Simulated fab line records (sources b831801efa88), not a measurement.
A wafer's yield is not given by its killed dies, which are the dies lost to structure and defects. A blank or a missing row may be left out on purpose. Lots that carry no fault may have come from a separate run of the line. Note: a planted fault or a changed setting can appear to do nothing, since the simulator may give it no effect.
Which of the tools did it? + flow gf180mcu + 18 wafers from 6 lots sampled at 3 of the route's 602 steps

WHAT THE GAUGES SHOWED, per wafer
GF_VT_IMPLANT_RS_MEAS_48: measurement is done with a four-point probe.
| lot  | measured     | on            | LVPWELL_RS (ohm/sq)  |
|------|--------------|---------------|----------------------|
| L957 | day 8 05:09  | film_metro-03 | 1198.1 1196.4 1196.3 |
| L962 | day 9 17:00  | film_metro-02 | 1199.0 1199.3 1197.5 |
| L965 | day 10 12:38 | film_metro-03 | 1194.7 1195.3 1196.0 |
| L967 | day 10 20:11 | film_metro-02 | 1196.6 1196.3 1197.2 |
| L973 | day 12 11:50 | film_metro-01 | 1148.8 1151.0 1150.9 |
| L976 | day 13 21:10 | film_metro-03 | 1195.4 1196.8 1197.4 |

TOOL THAT RAN EACH LOT (tool first, then ch and the chambers of the sampled wafers, then the start)
| lot  | GF_STI_ETCH_14                  | GF_LVPWELL_IMPLANT_08          |
|------|---------------------------------|--------------------------------|
| L957 | rie_si-02 ch 0,2, day 2 11:49   | implanter-01 ch 0, day 4 10:23 |
| L962 | rie_si-02 ch 0,1,3, day 3 13:35 | implanter-01 ch 0, day 5 17:52 |
| L965 | rie_si-01 ch 0,1,3, day 4 10:56 | implanter-04 ch 0, day 6 09:34 |
| L967 | rie_si-02 ch 0,1,2, day 4 17:02 | implanter-03 ch 0, day 6 15:58 |
| L973 | rie_si-01 ch 0,2, day 5 21:35   | implanter-04 ch 0, day 8 00:11 |
| L976 | rie_si-02 ch 0,1,3, day 6 15:14 | implanter-01 ch 0, day 9 05:13 |
- GF_STI_ETCH_14: etches Si in HBr/Cl2/O2, target depth 360 nm, time 102.9 s.
- GF_LVPWELL_IMPLANT_08

THE ANSWER, worked out from the rows above alone
Rule: the lots themselves supply what counts as usual. The widest of any qualifying gaps counts: lots, ordered by their means at a reading, are off when they make up no more than a third of the lots, leave a main group of 4 or more, and stand apart from it by 3 or more times the standard deviation of that group's means. A main group whose means are all the same, to the digits that the tables above print for the reading, isn't used. Also off: a lot with no number at a reading for which 4 or more lots have one. Where the step has rows for the other lots, those lots are counted as sound.
Off: L973, seen at GF_VT_IMPLANT_RS_MEAS_48 (LVPWELL_RS). The main group has a mean of 1196.8 ohm/sq with a standard deviation of 1.
A tool fits if, at a process step before that reading, it ran every lot that is off, and no sound lot after the first of them. Those tools and the gauges at GF_VT_IMPLANT_RS_MEAS_48 are tried in the same way. Can't be told from this: 3 tools fit, rie_si-01 at GF_STI_ETCH_14, implanter-04 at GF_LVPWELL_IMPLANT_08, film_metro-01 at GF_VT_IMPLANT_RS_MEAS_48.

WHAT THE SIMULATOR HAD PUT IN
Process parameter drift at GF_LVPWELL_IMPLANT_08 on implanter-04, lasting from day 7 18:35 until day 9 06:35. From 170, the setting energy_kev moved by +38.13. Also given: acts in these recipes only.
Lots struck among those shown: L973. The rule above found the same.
